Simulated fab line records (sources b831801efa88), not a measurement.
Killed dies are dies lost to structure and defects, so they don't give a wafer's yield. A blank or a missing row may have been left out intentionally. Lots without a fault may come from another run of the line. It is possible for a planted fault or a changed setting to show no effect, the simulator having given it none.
Which tool is to blame? + flow sky130 + 10 lots, 30 wafers sampled, at 5 steps of a route of 708

## WHAT THE GAUGES READ, wafer by wafer
SKY_VIA1_RS_MEAS_22: measures by four-point-probe.
| lot  | measured     | on            | VIA1_W_RS (ohm/sq) |
|------|--------------|---------------|--------------------|
| L336 | day 35 12:24 | film metro-04 | 0.429 0.427 0.424  |
| L339 | day 36 15:59 | film metro-01 | 0.427 0.428 0.431  |
| L341 | day 36 21:57 | film metro-02 | 0.423 0.424 0.421  |
| L342 | day 37 18:53 | film metro-01 | 0.427 0.430 0.427  |
| L343 | day 37 20:35 | film metro-04 | 0.424 0.429 0.427  |
| L346 | day 38 22:37 | film metro-04 | 0.421 0.423 0.424  |
| L347 | day 39 02:40 | film metro-04 | 0.431 0.432 0.438  |
| L350 | day 39 22:37 | film metro-04 | 0.429 0.419 0.424  |
| L355 | day 41 03:03 | film metro-02 | 0.431 0.432 0.431  |
| L356 | day 41 16:13 | film metro-04 | 0.427 0.428 0.427  |

## WHICH TOOL RAN EACH LOT (tool, then ch and the chambers of the sampled wafers, then the start)
| lot  | SKY_CONTACT_CVD_24            | SKY_METAL1_SPUTTER_02        | SKY_METAL1_METAL_ETCH_19          | SKY_METAL1_STRIP_20                  |
|------|-------------------------------|------------------------------|-----------------------------------|--------------------------------------|
| L336 | cvd w-01 ch 0,1, day 33 02:17 | pvd sputter-03, day 33 02:53 | rie metal-04 ch 0,1, day 34 07:09 | plasma asher-03 ch 0,1, day 34 07:14 |
| L339 | cvd w-02 ch 0,1, day 34 05:41 | pvd sputter-02, day 34 06:17 | rie metal-02 ch 0,1, day 35 10:32 | plasma asher-03 ch 0,1, day 35 10:38 |
| L341 | cvd w-01 ch 0,1, day 34 12:52 | pvd sputter-02, day 34 13:30 | rie metal-02 ch 0,1, day 35 17:14 | plasma asher-03 ch 0,1, day 35 17:20 |
| L342 | cvd w-02 ch 0,1, day 35 09:59 | pvd sputter-02, day 35 10:35 | rie metal-02 ch 0,1, day 36 14:31 | plasma asher-02 ch 0,1, day 36 14:37 |
| L343 | cvd w-01 ch 0,1, day 35 11:40 | pvd sputter-04, day 35 12:19 | rie metal-02 ch 0,1, day 36 16:10 | plasma asher-04 ch 0,1, day 36 16:16 |
| L346 | cvd w-01 ch 0,1, day 36 14:34 | pvd sputter-03, day 36 15:11 | rie metal-01 ch 0,1, day 37 17:41 | plasma asher-03 ch 0,1, day 37 17:47 |
| L347 | cvd w-01 ch 0,1, day 36 18:12 | pvd sputter-03, day 36 18:50 | rie metal-02 ch 0,1, day 37 22:07 | plasma asher-03 ch 0,1, day 37 22:13 |
| L350 | cvd w-02 ch 0,1, day 37 16:14 | pvd sputter-02, day 37 16:52 | rie metal-01 ch 0,1, day 38 19:14 | plasma asher-04 ch 0,1, day 38 19:20 |
| L355 | cvd w-01 ch 0,1, day 38 21:35 | pvd sputter-04, day 38 22:11 | rie metal-01 ch 0,1, day 39 23:50 | plasma asher-02 ch 0,1, day 39 23:56 |
| L356 | cvd w-02 ch 1, day 39 12:02   | pvd sputter-04, day 39 12:41 | rie metal-02 ch 1, day 40 13:55   | plasma asher-04 ch 0,1, day 40 14:01 |
- SKY_CONTACT_CVD_24: deposits W, target thk 340 nm, time 102.12 s.
- SKY_METAL1_SPUTTER_02: material AlCu, target thk 250 nm, time 13.3 s.
- SKY_METAL1_METAL_ETCH_19: etches the open film in Cl2/BCl3, stops on SiO2, target depth 360 nm, time 78 s.
- SKY_METAL1_STRIP_20: strips in O2/N2.

## THE ANSWER, worked out from the rows above alone
Rule: what is usual is taken from the lots themselves. The widest of any qualifying gaps counts: lots, ordered by their means at a reading, are off when they make up no more than a third of the lots, leave a main group of 4 or more, and stand apart from it by 3 or more times the standard deviation of that group's means. A main group is skipped when, at the precision printed for the reading in the tables above, its means are all equal. Also off: a lot with no number at a reading for which 4 or more lots have one. All remaining lots with rows at the step are treated as sound.
Across all readings shown, no lot is off: no conclusion can be drawn from this.

## WHAT THE SIMULATOR HAD INSERTED
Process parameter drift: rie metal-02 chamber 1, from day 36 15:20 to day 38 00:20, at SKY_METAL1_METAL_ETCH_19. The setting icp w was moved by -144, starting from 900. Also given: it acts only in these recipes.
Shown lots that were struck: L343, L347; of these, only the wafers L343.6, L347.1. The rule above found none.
